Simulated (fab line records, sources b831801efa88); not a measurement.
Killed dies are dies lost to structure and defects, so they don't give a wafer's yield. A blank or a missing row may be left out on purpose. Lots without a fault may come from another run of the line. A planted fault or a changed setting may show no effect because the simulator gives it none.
Problem report in the 8D (eight disciplines) form, filled by code | flow gf180mcu | the parts of the form that need people (team, actions taken, sign-off) are left out

1. THE PROBLEM
HV_LDD_03_OVL at GF_HV_LDD_OVL_MEAS_47 reads a mean of -73.1 nm on 6 wafers of 2 lots; wafers without a fault read 0.0 nm with a standard deviation of 1.3. That is -56 standard deviations from the usual mean.
First seen on wafer L589.1, day 19 14:28, on overlay-02. The record holds 42 wafers of 14 lots with a number at this step. Rule for "out", or "out of limits": more than 4 standard deviations from the usual mean. The other wafers with a number count as sound.

2. WHAT IT IS AND WHAT IT IS NOT
question                    | is                     | is not
which readings at this step | HV_LDD_03_OVL          | -
which lots                  | L589, L590             | L568, L569, L570, L572, L573, L575, L576, L577, L580, L581, L583, L591
which wafers of those lots  | all that have a number | -
read on which gauges        | overlay-02             | overlay-01
when                        | from day 19 14:28      | up to then (33 sound wafers); but 3 sound wafers of L591 came after

3. SUSPECTS, AND WHAT RULES EACH OUT
Counting: a tool at a process step up to the reading stays a suspect if it ran every lot that is out and no sound lot after the first of them.
- the gauge at GF_HV_LDD_OVL_MEAS_47: kept. All the wafers that are out were read on overlay-02, and no step on other tools shows them out.
- plasma_asher-04 at GF_POLY_GATE_STRIP_14 (strips in O2/N2): kept. It ran every lot that is out, first L589 (day 15 13:38), and no sound lot after that; its last sound lot up to then is L577 (day 12 06:19).
- iline_stepper-01 at GF_HV_LDD_EXPOSE_43 (exposes mask Pplus HV AREA, target cd 400 nm): kept. It ran every lot that is out, first L589 (day 19 02:10), and no sound lot after that; its last sound lot up to then is L581 (day 16 04:38).
Left after counting: plasma_asher-04 at GF_POLY_GATE_STRIP_14, iline_stepper-01 at GF_HV_LDD_EXPOSE_43, overlay-02 at GF_HV_LDD_OVL_MEAS_47.

4. THE CAUSE (what the simulator had put in)
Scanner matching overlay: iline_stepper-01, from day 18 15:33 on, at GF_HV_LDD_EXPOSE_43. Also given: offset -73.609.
Counting left 3 suspects, and this tool is among them.

5. THE CHAIN OF EFFECTS, in route order
Each row: a reading whose mean over the struck wafers that have a number lies more than 3 standard deviations from the usual. Only readings for which the record gives a usual standard deviation are gone through. hours: the time from each lot's start at the first step in this table that gives one to its start at this step, as a median over the lots. sigmas: the change in usual standard deviations.
hours | step                  | reading       | usual  | on struck wafers | change | sigmas
0     | GF_HV_LDD_OVL_MEAS_47 | HV_LDD_03_OVL | 0.0 nm | -73.1            | -73.1  | -56
Later measuring or inspecting steps at which every struck wafer that the step has a row for has a number for every such reading, and none has moved that far: GF_NSD_OVL_MEAS_08.

6. WHAT WOULD HAVE CAUGHT IT SOONER
In this record the first reading out of limits at a measuring or inspecting step was taken at day 19 14:28, 23 hours after the fault began at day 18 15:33.
All the lots that are out (2) had begun GF_HV_LDD_EXPOSE_43 on iline_stepper-01 by day 19 14:28. A hold on the tool at that time would have spared none of them.
